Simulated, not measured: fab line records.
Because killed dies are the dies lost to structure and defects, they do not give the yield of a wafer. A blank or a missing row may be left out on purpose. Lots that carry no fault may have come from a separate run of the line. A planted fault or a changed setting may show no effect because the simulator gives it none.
Problem report in the 8D (eight disciplines) form, filled by code -- flow gf180mcu -- the parts of the form that need people (team, actions taken, sign-off) are left out

== 1. THE ISSUE ==
Mean of timeToEndpointS at GF_CONTACT_CMP_04: 144 s across 2 wafers in 2 lots; on wafers with no fault it is 109 s (standard deviation 6.8). Relative to the usual mean, that is a shift of +5.1 standard deviations.
The step: polishes SiO2.
Seen first at day 20 03:24 on cmp-02, wafer L332.5. Wafers with a number at this step in the record: 38, from 13 lots. Rule for "out", or "out of limits": more than 4 standard deviations from the usual mean. The rest of the wafers with a number are treated as sound.

== 2. WHAT IT IS, AND WHAT IT ISN'T ==
question,is,is not
which readings at this step,timeToEndpointS,motorCurrentA
which lots,"L332, L335","L319, L321, L323, L325, L327, L328, L330, L331, L333, L336, L338"
which wafers of those lots,"L332.5, L335.3","L332.1, L332.4, L335.2, L335.4"
read on which tools,cmp-02,cmp-01
when,from day 20 03:24,"up to then (26 sound wafers); but 10 sound wafers of L333, L335, L336, L338 came after"

== 3. WHAT RULES OUT EACH SUSPECT ==
Counting: a tool at a process step up to the reading stays a suspect if it ran every lot that is out. Sound lots after the first of them don't rule it out here, since some wafers of a struck lot are sound.
- rtpAnneal-02 at GF_SALICIDE_RTA_06 (time 30 s): kept. Ran every lot that is out, first one L332 (day 20 02:47); last sound lot up to then L331 (day 19 09:38).
- cmp-02 at GF_CONTACT_CMP_04 (polishes SiO2): kept. Ran every lot that is out, first one L332 (day 20 03:24); last sound lot up to then L331 (day 19 10:12). Its own readings are out on those wafers: timeToEndpointS.
What counting leaves: rtpAnneal-02 at GF_SALICIDE_RTA_06 and cmp-02 at GF_CONTACT_CMP_04.

== 4. THE CAUSE (what the simulator had put in) ==
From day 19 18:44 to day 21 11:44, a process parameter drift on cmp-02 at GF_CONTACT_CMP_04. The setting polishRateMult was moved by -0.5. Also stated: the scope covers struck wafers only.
2 suspects survive the count, and this tool is in that group.

== 5. THE CHAIN OF EFFECTS, in route order ==
Each row: a reading whose mean over the struck wafers that have a number lies more than 3 standard deviations from the usual. Only readings whose record carries a usual standard deviation are examined. hours: median over the lots of the time between each lot's start at the first step of this table that gives one and its start at this step. sigmas: the change, counted in usual standard deviations.
hours,step,reading,usual,on struck wafers,change,sigmas
0,GF_CONTACT_CMP_04,timeToEndpointS,109 s,144,+34,+5.1
-,GF_CONTACT_ETCH_17,oesProductAu,0.814 a.u.,0.866,+0.052,+11
Process steps it contains:
- GF_CONTACT_CMP_04: polishes SiO2.
- GF_CONTACT_ETCH_17: etches SiO2 in C4F8/O2/Ar, stops on CoSi2, target depth 860 nm.
Later steps that measure or inspect, where all struck wafers having a row at the step show a number for every such reading and not one has moved that far: GF_CONTACT_BOW_MEAS_05, GF_CONTACT_OVL_MEAS_15.

== 6. WHAT WOULD HAVE CAUGHT IT SOONER ==
In this record the first reading out of limits was taken at day 20 03:24, 9 hours after the fault began at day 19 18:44.
